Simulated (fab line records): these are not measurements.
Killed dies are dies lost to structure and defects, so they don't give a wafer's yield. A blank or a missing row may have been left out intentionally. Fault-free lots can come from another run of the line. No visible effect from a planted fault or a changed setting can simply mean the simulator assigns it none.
One fault through the eyes of 2 desks || flow sky130 || numbers are kept per desk, each desk with only its own; the story behind them comes last

AT THE TOOL OWNER'S DESK: pvd sputter-04
The tool's own readings at SKY_METAL2_SPUTTER_04 (material TiN, target thk 70 nm, time 58.3 s): means of the sampled wafers that have a number, for each lot that ran on this tool. Marked OUT: a lot whose mean sits more than 4 standard deviations from the usual mean, which makes it out of limits; the brackets give that distance.
Columns: A = throttle valve pct at SKY_METAL2_SPUTTER_04, usual 30.3 %
{"lot": "L198", "first seen here": "day 35 09:20", "A": 30.8}
{"lot": "L206", "first seen here": "day 38 01:07", "A": 30.6}
This desk's finding: nothing out of limits on any of the 2 lots.

THE METROLOGY DESK
What the gauges read, lot by lot, whatever tool the lot ran on: means of the sampled wafers that have a number. Marked OUT: a lot whose mean sits more than 4 standard deviations from the usual mean, which makes it out of limits; the brackets give that distance.
Columns: A = VIA1_W_RS at SKY_VIA1_RS_MEAS_22, usual 0.427 ohm/sq; B = VIA1_W_THK at SKY_VIA1_THK_MEAS_23, usual 269 nm; C = METAL2_ALCU_RS at SKY_METAL2_RS_MEAS_05, usual 0.1264 ohm/sq; D = METAL2_ALCU_THK at SKY_METAL2_THK_MEAS_06, usual 251 nm; E = cd nm at SKY_METAL2_CD_MEAS_15, usual 139.0 nm; F = METAL2_OVL at SKY_METAL2_OVL_MEAS_16, usual -2 nm
{"lot": "L198", "first seen here": "day 35 08:46", "A": 0.428, "B": 267, "C": 0.1258, "D": 254, "E": 139.2, "F": -6}
{"lot": "L204", "first seen here": "day 37 12:11", "A": 0.423, "B": 273, "C": 0.1270, "D": 253, "E": 140.9, "F": 1}
{"lot": "L206", "first seen here": "day 38 00:35", "A": 0.432, "B": 268, "C": 0.1257, "D": 255, "E": 139.1, "F": -3}
{"lot": "L213", "first seen here": "day 40 02:34", "A": 0.427, "B": 268, "C": 0.1259, "D": 249, "E": 139.4, "F": -4}
{"lot": "L216", "first seen here": "day 40 15:38", "A": 0.426, "B": 269, "C": 0.1246, "D": 251, "E": 138.6, "F": -6}
This desk's finding: nothing out of limits on any of the 5 lots.

TAKEN TOGETHER
The tool owner's desk saw nothing out of limits.
From the metrology desk's view, nothing was out of limits.

WHAT WAS PUT IN BY THE SIMULATOR
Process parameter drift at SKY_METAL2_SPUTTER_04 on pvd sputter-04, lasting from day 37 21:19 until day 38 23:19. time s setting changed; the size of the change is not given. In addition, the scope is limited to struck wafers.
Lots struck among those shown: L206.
